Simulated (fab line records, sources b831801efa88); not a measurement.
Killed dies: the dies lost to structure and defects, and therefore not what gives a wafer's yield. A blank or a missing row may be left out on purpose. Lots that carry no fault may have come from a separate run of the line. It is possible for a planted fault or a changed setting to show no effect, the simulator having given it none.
fab line records    flow sky130
record: lots: 11  wafers: 31  lastDay: 50
route steps=708 shown SONOS_ONO@171 POLY_GATE@228 METAL3@569 VIA3@594
lots with no fault: from the same line, run without faults
startH: the number of hours between the record's first day and the start of the first shown wafer of the lot    waitH: how many hours have passed since the lot's step before this one    " the same as in the row above    L1.1+2: a row that stands for several wafers    - no value, or no start was given    * or withheld: withheld    < > ~ a bound
route shown NAME@n: names a module that has steps shown in the file, with the first one's number in the route    usual: average and standard deviation across the fault-free wafers    same: alike in all rows    chamber/n: place in a boat    sites: each site's reading    _std_site: standard deviation of those values    _edge_site: outer sites' mean less inner sites'    radiusMm: how far each site lies from the wafer's centre    mask NAME#n: copy n    behind: the most recent tool/chamber to have shaped the wafer    hold: the reason the lot was held/the length of the hold in hours/how it ended    device: the n, p or np transistor that did not switch    end of line: the tests these same wafers got at the end of their route    where a step has no rows: the recipe by itself    killed: count of dies lost to structure and defects at first sort (not the wafer's yield)    map: the dies of a wafer, with x for killed, . for not killed, _ for no die there
set.NAME: the setting the step ran with; set.NAME@STEP: the setting that earlier step ran with    model.NAME: the simulator's own value behind a step, which no gauge read
one table for each step of the route and one row for each wafer, over a sample of lots
services: from which hour (startH, from the record's first day; less than 0 if before it) a tool's chamber was out of use, for how many hours, and why
== steps ==
step: SKY_SONOS_ONO_THK_MEAS_03
recipe: reads: Si3N4_of_SONOS_ONO_CVD_02
usual: SONOS_ONO_CVD_02_THK: 10.48/0.14
lot.wafer  tool          chamber  startH  waitH  SONOS_ONO_CVD_02_THK[nm]
L884.1     filmMetro-01  -        250.87  0.0    10.46
L884.4     "             -        "       "      10.40
L884.5     "             -        "       "      10.35
L886.1     filmMetro-03  -        271.21  0.0    10.60
L886.2     "             -        "       "      10.54
L886.6     "             -        "       "      10.57
L889.1     filmMetro-04  -        292.33  0.0    10.76
L889.3     "             -        "       "      10.75
L889.6     "             -        "       "      10.56
L892.1     filmMetro-04  -        323.65  0.0    10.69
L892.3     "             -        "       "      10.50
L892.5     "             -        "       "      10.45
L895.1     filmMetro-01  -        342.84  0.0    10.48
L895.4     "             -        "       "      10.39
L895.5     "             -        "       "      10.34
L896.1     filmMetro-01  -        346.14  0.0    10.63
L896.2     "             -        "       "      10.67
L896.5     "             -        "       "      10.58
L898.2     filmMetro-01  -        362.44  0.0    10.49
L898.4     "             -        "       "      10.53
L899.2     filmMetro-03  -        378.24  0.0    10.47
L899.4     "             -        "       "      10.56
L904.1     filmMetro-04  -        414.53  0.0    10.55
L904.3     "             -        "       "      10.41
L904.5     "             -        "       "      10.51
L906.2     filmMetro-04  -        442.25  0.0    10.62
L906.3     "             -        "       "      10.55
L906.6     "             -        "       "      10.48
L907.2     filmMetro-04  -        450.50  0.0    10.25
L907.4     "             -        "       "      10.20
L907.5     "             -        "       "      10.18
step: SKY_POLY_GATE_OVL_MEAS_14
usual: POLY_GATE_OVL: 4/5.7
lot.wafer  tool        chamber  startH  waitH  POLY_GATE_OVL[nm]
L884.1     overlay-01  -        363.45  0.1    11
L884.4     "           -        "       "      8
L884.5     "           -        "       "      8
L886.1     overlay-02  -        392.35  0.1    -1
L886.2     "           -        "       "      2
L886.6     "           -        "       "      -1
L889.1     overlay-02  -        419.89  0.1    11
L889.3     "           -        "       "      13
L889.6     "           -        "       "      15
L892.1     overlay-01  -        447.29  0.1    9
L892.3     "           -        "       "      13
L892.5     "           -        "       "      11
L895.1     overlay-01  -        470.40  0.1    -1
L895.4     "           -        "       "      -4
L895.5     "           -        "       "      0
L896.1     overlay-01  -        471.74  0.1    -3
L896.2     "           -        "       "      7
L896.5     "           -        "       "      7
L898.2     overlay-02  -        491.81  0.1    2
L898.4     "           -        "       "      -4
L899.2     overlay-01  -        509.24  0.1    2
L899.4     "           -        "       "      -4
L904.1     overlay-01  -        556.29  0.1    1
L904.3     "           -        "       "      4
L904.5     "           -        "       "      4
L906.2     overlay-02  -        572.64  0.1    4
L906.3     "           -        "       "      5
L906.6     "           -        "       "      7
L907.2     overlay-02  -        580.45  0.1    -10
L907.4     "           -        "       "      -2
L907.5     "           -        "       "      2
step: SKY_METAL3_STRIP_19
recipe: chemistry: O2/N2  powerW: 1400  pressureMtorr: 1500  platenTempC: withheld  o2FlowSccm: 3000  n2FlowSccm: 300  overashFraction: 0.5
usual: drypumpMotorCurrentA: 5.8/0.41  oesProductAu: 0.500/0.0062  stripTimeToEndpointS: 6.49/0.083
lot.wafer  tool            chamber  startH   waitH  drypumpMotorCurrentA  oesProductAu  rfHoursCounterH  stripTimeToEndpointS
L884.1     plasmaAsher-03  1        891.45   0.3    5.7                   0.497         44               6.49
L884.4     "               0        "        "      5.6                   0.494         -                6.41
L884.5     "               1        "        "      5.7                   0.503         -                6.45
L886.1     plasmaAsher-02  1        922.71   0.1    5.7                   0.501         17               6.45
L886.2     "               0        "        "      5.3                   0.498         17               6.53
L886.6     "               1        "        "      5.7                   0.508         -                6.55
L889.1     plasmaAsher-02  1        939.67   0.1    5.7                   0.506         20               6.60
L889.3     "               0        "        "      5.3                   0.509         -                6.59
L889.6     "               0        "        "      5.3                   0.510         -                6.57
L892.1     plasmaAsher-01  1        963.10   0.1    6.5                   0.500         117              6.56
L892.3     "               1        "        "      6.6                   0.507         -                6.63
L892.5     "               0        "        "      6.5                   0.505         -                6.66
L896.1     plasmaAsher-03  1        982.48   0.3    5.7                   0.492         56               6.41
L896.2     "               0        "        "      5.6                   0.486         56               6.36
L896.5     "               0        "        "      5.6                   0.496         -                6.34
L895.1     plasmaAsher-02  0        984.16   0.1    5.3                   0.502         25               6.50
L895.4     "               1        "        "      5.7                   0.497         -                6.52
L895.5     "               1        "        "      5.7                   0.499         -                6.41
L898.2     plasmaAsher-01  1        998.66   0.1    6.6                   0.501         120              6.54
L898.4     "               0        "        "      6.4                   0.489         -                6.36
L899.2     plasmaAsher-01  1        1012.59  0.1    6.6                   0.502         122              6.50
L899.4     "               1        "        "      6.6                   0.512         -                6.67
L904.1     plasmaAsher-02  0        1052.22  0.3    5.3                   0.508         33               6.55
L904.3     "               0        "        "      5.3                   0.502         -                6.53
L904.5     "               1        "        "      5.7                   0.504         -                6.55
L906.2     plasmaAsher-03  0        1059.95  0.2    5.6                   0.488         65               6.35
L906.3     "               1        "        "      5.8                   0.501         -                6.46
L906.6     "               0        "        "      5.6                   0.491         -                6.43
L907.2     plasmaAsher-03  1        1062.93  0.2    5.7                   0.488         65               6.40
L907.4     "               1        "        "      5.7                   0.501         -                6.44
L907.5     "               0        "        "      5.6                   0.500         -                6.45
step: SKY_VIA3_CVD_21
recipe: material: W  targetThkNm: 390  timeS: 117.31  tempC: 400  pressureTorr: 40
usual: heaterPowerW: 859/94
lot.wafer  tool     chamber  startH   waitH  heaterPowerW
L884.1     cvdW-02  1        918.87   0.0    700
L884.4     "        0        "        "      854
L884.5     "        0        "        "      861
L886.1     cvdW-02  1        949.97   0.0    700
L886.2     "        0        "        "      869
L886.6     "        1        "        "      699
L889.1     cvdW-02  0        965.57   0.0    871
L889.3     "        0        "        "      872
L889.6     "        0        "        "      862
L892.1     cvdW-02  0        989.08   0.0    879
L892.3     "        0        "        "      844
L892.5     "        0        "        "      885
L896.1     cvdW-01  0        1008.40  0.0    934
L896.2     "        1        "        "      926
L896.5     "        0        "        "      927
L895.1     cvdW-02  0        1009.93  0.0    865
L895.4     "        1        "        "      710
L895.5     "        0        "        "      847
L898.2     cvdW-02  0        1023.07  0.0    876
L898.4     "        0        "        "      857
L899.2     cvdW-02  0        1037.16  0.0    857
L899.4     "        0        "        "      867
L904.1     cvdW-01  1        1075.28  0.0    896
L904.3     "        1        "        "      979
L904.5     "        0        "        "      941
L906.2     cvdW-01  0        1082.82  0.0    931
L906.3     "        0        "        "      939
L906.6     "        0        "        "      937
L907.2     cvdW-01  1        1085.42  0.0    935
L907.4     "        1        "        "      923
L907.5     "        0        "        "      949
step: SKY_VIA3_RS_MEAS_22
recipe: thkMeasGauge: four-point-probe  reads: W_of_VIA3_CVD_21+TiN_of_VIA3_SPUTTER_20
usual: VIA3_W_RS: 0.293/0.0042
lot.wafer  tool          chamber  startH   waitH  VIA3_W_RS[ohm/sq]
L884.1     filmMetro-02  -        918.99   0.1    0.294
L884.4     "             -        "        "      0.298
L884.5     "             -        "        "      0.296
L886.1     filmMetro-04  -        950.09   0.1    0.294
L886.2     "             -        "        "      0.292
L886.6     "             -        "        "      0.292
L889.1     filmMetro-04  -        965.70   0.1    0.292
L889.3     "             -        "        "      0.291
L889.6     "             -        "        "      0.291
L892.1     filmMetro-04  -        989.20   0.1    0.291
L892.3     "             -        "        "      0.295
L892.5     "             -        "        "      0.291
L896.1     filmMetro-01  -        1008.52  0.1    0.288
L896.2     "             -        "        "      0.290
L896.5     "             -        "        "      0.283
L895.1     filmMetro-01  -        1010.05  0.1    0.287
L895.4     "             -        "        "      0.251
L895.5     "             -        "        "      0.286
L898.2     filmMetro-04  -        1023.21  0.1    0.257
L898.4     "             -        "        "      0.258
L899.2     filmMetro-01  -        1037.30  0.1    0.256
L899.4     "             -        "        "      0.255
L904.1     filmMetro-02  -        1075.40  0.1    0.298
L904.3     "             -        "        "      0.297
L904.5     "             -        "        "      0.288
L906.2     filmMetro-04  -        1082.97  0.1    0.293
L906.3     "             -        "        "      0.291
L906.6     "             -        "        "      0.292
L907.2     filmMetro-01  -        1085.57  0.1    0.297
L907.4     "             -        "        "      0.302
L907.5     "             -        "        "      0.292
step: SKY_VIA3_THK_MEAS_23
recipe: thkMeasGauge: xrf  reads: W_of_VIA3_CVD_21
usual: VIA3_W_THK: 385/5.8
lot.wafer  tool          chamber  startH   waitH  VIA3_W_THK[nm]
L884.1     filmMetro-02  -        919.11   0.1    383
L884.4     "             -        "        "      376
L884.5     "             -        "        "      375
L886.1     filmMetro-04  -        950.21   0.1    383
L886.2     "             -        "        "      386
L886.6     "             -        "        "      385
L889.1     filmMetro-04  -        965.82   0.1    391
L889.3     "             -        "        "      397
L889.6     "             -        "        "      395
L892.1     filmMetro-04  -        989.32   0.1    392
L892.3     "             -        "        "      386
L892.5     "             -        "        "      394
L896.1     filmMetro-01  -        1008.64  0.1    389
L896.2     "             -        "        "      387
L896.5     "             -        "        "      393
L895.1     filmMetro-01  -        1010.17  0.1    389
L895.4     "             -        "        "      441
L895.5     "             -        "        "      391
L898.2     filmMetro-04  -        1023.32  0.1    436
L898.4     "             -        "        "      433
L899.2     filmMetro-01  -        1037.41  0.1    443
L899.4     "             -        "        "      447
L904.1     filmMetro-02  -        1075.52  0.1    376
L904.3     "             -        "        "      379
L904.5     "             -        "        "      390
L906.2     filmMetro-04  -        1083.08  0.1    389
L906.3     "             -        "        "      393
L906.6     "             -        "        "      388
L907.2     filmMetro-01  -        1085.68  0.1    379
L907.4     "             -        "        "      377
L907.5     "             -        "        "      387
step: SKY_VIA3_CMP_24
recipe: stopOn: SiO2  tOverpolishS: 20  downForcePsi: 3.5  platenRpm: 60  targetThkNm: 0  padVelocityMS: 0.94248
usual: motorCurrentA: 10.1/1.2  platenRpm: 60.00/0.038  slurryFlowMlMin: 150.0/0.44  timeToEndpointS: 93/3
lot.wafer  tool    chamber  startH   waitH  motorCurrentA  platenRpm  slurryFlowMlMin  timeToEndpointS
L884.4     cmp-01  2        919.17   0.0    8.2            60.08      149.1            91
L884.1     "       3        "        "      10.7           60.01      150.3            97
L884.5     "       2        "        "      9.0            60.00      149.5            90
L886.2     cmp-02  3        950.27   0.0    10.1           60.03      150.7            95
L886.1     "       0        "        "      11.5           60.01      150.0            91
L886.6     "       3        "        "      10.3           60.04      150.5            93
L889.3     cmp-02  0        965.98   0.1    11.4           60.04      150.0            90
L889.1     "       1        "        "      10.7           60.04      149.9            91
L889.6     "       2        "        "      7.8            60.03      149.1            92
L892.3     cmp-01  0        989.43   0.1    10.1           59.98      149.3            97
L892.1     "       1        "        "      10.3           59.99      149.5            94
L892.5     "       3        "        "      10.9           59.97      151.0            98
L896.2     cmp-01  3        1008.80  0.1    11.9           60.00      149.5            99
L896.1     "       0        "        "      10.3           59.97      149.8            99
L896.5     "       1        "        "      9.9            60.02      150.4            96
L895.4     cmp-01  1        1010.23  0.0    9.8            60.00      150.6            104
L895.1     "       2        "        "      9.2            59.96      149.9            96
L895.5     "       2        "        "      9.2            59.91      149.7            96
L898.4     cmp-02  1        1023.42  0.1    11.2           60.01      149.4            106
L898.2     "       2        "        "      7.6            60.01      149.7            107
L899.4     cmp-02  2        1037.46  0.0    7.3            60.00      150.6            114
L899.2     "       3        "        "      10.1           59.95      150.1            108
L904.3     cmp-01  2        1076.67  1.1    8.7            59.97      150.4            93
L904.1     "       0        "        "      10.1           60.04      149.7            93
L904.5     "       2        "        "      8.7            60.04      150.5            99
L906.3     cmp-01  3        1083.27  0.2    11.5           60.08      149.8            94
L906.2     "       0        "        "      10.5           59.97      149.8            93
L906.6     "       3        "        "      10.7           60.04      150.5            96
L907.4     cmp-01  0        1086.41  0.7    10.7           60.02      150.8            97
L907.2     "       2        "        "      8.6            60.03      149.5            96
L907.5     "       3        "        "      11.5           60.03      150.0            97
== services ==
tool            chamber  startH   hours  kind
plasmaAsher-03  -        867.80   16.0   pm
cmp-02          -        876.24   1.0    repair
cmp-02          -        893.70   0.6    repair
cvdW-02         -        904.00   14.0   pm
cvdW-02         0        904.00   14.0   ventCycle
cvdW-02         1        904.00   14.0   ventCycle
cmp-01          -        912.00   4.0    pm
cmp-01          -        916.00   -      consumableReplace:conditioner
cmp-01          -        916.00   -      consumableReplace:pad
plasmaAsher-02  -        960.83   9.2    repair
cmp-02          -        964.60   0.3    repair
plasmaAsher-01  -        979.70   15.6   pm
cmp-01          -        1026.79  11.4   pm
cvdW-02         -        1031.40  0.8    repair
cvdW-02         -        1043.35  2.6    repair
plasmaAsher-01  -        1047.71  13.1   repair
cmp-02          -        1055.84  0.7    repair
plasmaAsher-01  -        1060.80  9.0    pm
cmp-02          -        1063.06  2.0    repair
plasmaAsher-02  -        1065.97  2.8    repair
cmp-02          -        1070.30  10.6   repair
cmp-02          -        1079.00  12.3   repair
cmp-02          -        1081.55  2.7    repair
cmp-01          -        1085.39  0.7    repair
== key ==
firstSign: step: SKY_VIA3_RS_MEAS_22  reading: VIA3_W_RS  direction: down  sigmas: 9  usual: 0.293  struck: 0.255
effect: step: SKY_VIA3_THK_MEAS_23  reading: VIA3_W_THK  direction: up  sigmas: 9.4  usual: 385  struck: 440
effect: step: SKY_VIA3_CMP_24  reading: timeToEndpointS  direction: up  sigmas: 4.9  usual: *  struck: *
metAt SKY_VIA3_CVD_21
struckLots L895,L898,L899
struckWafers L895.4,L898.2,L898.4,L899.2,L899.4
notActingAt SKY_SONOS_ONO_THK_MEAS_03,SKY_POLY_GATE_OVL_MEAS_14,SKY_METAL3_STRIP_19
onsetBetween 989.08 1009.93
fault: kind: processParameterDrift  tool: cvdW-02  chamber: -  onsetH: 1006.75  steps: SKY_VIA3_CVD_21  channel: targetThkNm  offset: 55.61  shape: step  endH: 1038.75  scope: struckWafersOnly  actsIn: theseRecipesOnly  stated: 390
